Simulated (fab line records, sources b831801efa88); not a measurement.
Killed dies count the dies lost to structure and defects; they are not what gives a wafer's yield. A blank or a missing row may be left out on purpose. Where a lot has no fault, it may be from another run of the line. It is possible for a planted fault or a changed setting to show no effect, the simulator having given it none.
Check of tool commonality	flow sky130	33 wafers sampled across 11 lots

== REASON FOR OPENING ==
Of 11 lots, 2 have the reading GATE_OXIDE_OXIDATION_00_THK flagged at SKY_GATE_OXIDE_THK_MEAS_02. No-fault wafers: 10.38 nm, standard deviation 0.2.
Rule: flag the lot when none of its wafers has a number, or when each of its wafers that has one lies beyond 4 standard deviations from that mean. As for the other lots, they are considered sound.

lot	measured	on	GATE_OXIDE_OXIDATION_00_THK (nm), wafer by wafer	flag
L293	day 12 20:07	film_metro-04	10.79 10.68 10.61	
L294	day 13 05:02	film_metro-03	10.54 10.47 10.45	
L296	day 13 21:57	film_metro-03	10.54 10.29 10.37	
L297	day 14 13:10	film_metro-01	5.88 5.90 5.92	FLAGGED
L298	day 14 14:34	film_metro-03	6.08 6.14 6.02	FLAGGED
L307	day 17 18:08	film_metro-04	10.09 10.09 10.05	
L308	day 17 22:19	film_metro-04	10.49 10.59 10.61	
L309	day 18 12:18	film_metro-04	10.63 10.37 10.51	
L312	day 19 05:06	film_metro-04	10.42 10.38 10.50	
L313	day 19 12:12	film_metro-03	10.44 10.26 10.20	
L314	day 19 20:34	film_metro-04	10.42 10.56 10.43	
The mean of the flagged lots' numbers is 5.99 nm, -4.39 nm from the usual (-22 standard deviations).

== WHICH TOOL RAN EACH LOT ==
Before the reading, the record contains 4 process steps out of a 708-step route. Cell contents, in order: the tool; ch with the chambers the sampled wafers went through; the start.
lot	flag	SKY_FIELD_ISO_ETCH_17	SKY_DNWELL_STRIP_08	SKY_NWELL_RTA_28	SKY_GATE_OXIDE_OXIDATION_01
L293		rie_si-01 ch 0,1,2, day 2 05:16	plasma_asher-02 ch 0,1, day 3 05:17	rtp_anneal-02 ch 0, day 5 10:31	furnace-02 ch 0, day 12 18:42
L294		rie_si-01 ch 1,2,3, day 2 13:20	plasma_asher-02 ch 0,1, day 3 10:58	rtp_anneal-01 ch 0, day 5 16:37	furnace-01 ch 0, day 13 03:38
L296		rie_si-02 ch 2, day 2 23:14	plasma_asher-04 ch 0,1, day 3 23:59	rtp_anneal-02 ch 0, day 6 07:40	furnace-01 ch 0, day 13 20:32
L297	FLAGGED	rie_si-02 ch 1,2, day 3 06:20	plasma_asher-01 ch 0,1, day 4 08:23	rtp_anneal-01 ch 0, day 6 17:04	furnace-01 ch 0, day 14 11:44
L298	FLAGGED	rie_si-01 ch 0,1,2, day 3 08:00	plasma_asher-02 ch 0,1, day 4 08:25	rtp_anneal-02 ch 0, day 6 18:01	furnace-01 ch 0, day 14 13:09
L307		rie_si-02 ch 0,2,3, day 5 06:38	plasma_asher-01 ch 0,1, day 6 11:20	rtp_anneal-01 ch 0, day 9 01:56	furnace-01 ch 0, day 17 16:44
L308		rie_si-02 ch 2,3, day 5 11:16	plasma_asher-02 ch 1, day 6 16:14	rtp_anneal-02 ch 0, day 9 07:07	furnace-01 ch 0, day 17 20:53
L309		rie_si-01 ch 1,2,3, day 5 18:49	plasma_asher-04 ch 0,1, day 6 22:19	rtp_anneal-01 ch 0, day 9 14:55	furnace-01 ch 0, day 18 10:54
L312		rie_si-02 ch 1,2,3, day 6 09:08	plasma_asher-01 ch 0,1, day 7 11:40	rtp_anneal-01 ch 0, day 10 02:18	furnace-01 ch 0, day 19 03:41
L313		rie_si-01 ch 0,1,3, day 6 13:14	plasma_asher-01 ch 0,1, day 7 15:20	rtp_anneal-01 ch 0, day 10 07:54	furnace-01 ch 0, day 19 10:46
L314		rie_si-01 ch 0,2,3, day 6 20:14	plasma_asher-01 ch 0,1, day 7 22:25	rtp_anneal-02 ch 0, day 10 15:16	furnace-01 ch 0, day 19 19:09
These steps, and what they do:
- SKY_FIELD_ISO_ETCH_17: etches Si in HBr/Cl2/O2, target depth 342 nm, time 97.7 s.
- SKY_DNWELL_STRIP_08: strips in O2/N2.
- SKY_NWELL_RTA_28: time 30 s.
- SKY_GATE_OXIDE_OXIDATION_01: stabilise 600 s, purge 300 s, target thk 10.268 nm.
- SKY_GATE_OXIDE_THK_MEAS_02

== FLAGGED AGAINST TOTAL, ONE TOOL AT A TIME (gauges that did the reading follow at the end) ==
step	tool	lots run	flagged	share of the flagged lots	sound lots run after its first flagged lot
SKY_FIELD_ISO_ETCH_17	rie_si-01	6	1	some	3 (L309,L313,L314)
SKY_FIELD_ISO_ETCH_17	rie_si-02	5	1	some	3 (L307,L308,L312)
SKY_DNWELL_STRIP_08	plasma_asher-01	5	1	some	4 (L307,L312,L313,L314)
SKY_DNWELL_STRIP_08	plasma_asher-02	4	1	some	1 (L308)
SKY_DNWELL_STRIP_08	plasma_asher-04	2	0	none	-
SKY_NWELL_RTA_28	rtp_anneal-01	6	1	some	4 (L307,L309,L312,L313)
SKY_NWELL_RTA_28	rtp_anneal-02	5	1	some	2 (L308,L314)
SKY_GATE_OXIDE_OXIDATION_01	furnace-01	10	2	all	6 (L307,L308,L309,L312,L313,L314)
SKY_GATE_OXIDE_OXIDATION_01	furnace-02	1	0	none	-
SKY_GATE_OXIDE_THK_MEAS_02	film_metro-01	1	1	some	0
SKY_GATE_OXIDE_THK_MEAS_02	film_metro-03	4	1	some	1 (L313)
SKY_GATE_OXIDE_THK_MEAS_02	film_metro-04	6	0	none	-

== WHAT THE TABLE PERMITS ==
Rows of the table that ran each flagged lot: 1, that is furnace-01 at SKY_GATE_OXIDE_OXIDATION_01.
- furnace-01 at SKY_GATE_OXIDE_OXIDATION_01: 2 of its 10 lots flagged. Sound lots followed the first flagged one (L307, L308, L309, L312, L313, L314) on it, something a lasting fault affecting the whole tool could not allow.
There is no row in the table that ran each flagged lot and no sound lot after the first.

== WHAT THE SIMULATOR PUT IN ==
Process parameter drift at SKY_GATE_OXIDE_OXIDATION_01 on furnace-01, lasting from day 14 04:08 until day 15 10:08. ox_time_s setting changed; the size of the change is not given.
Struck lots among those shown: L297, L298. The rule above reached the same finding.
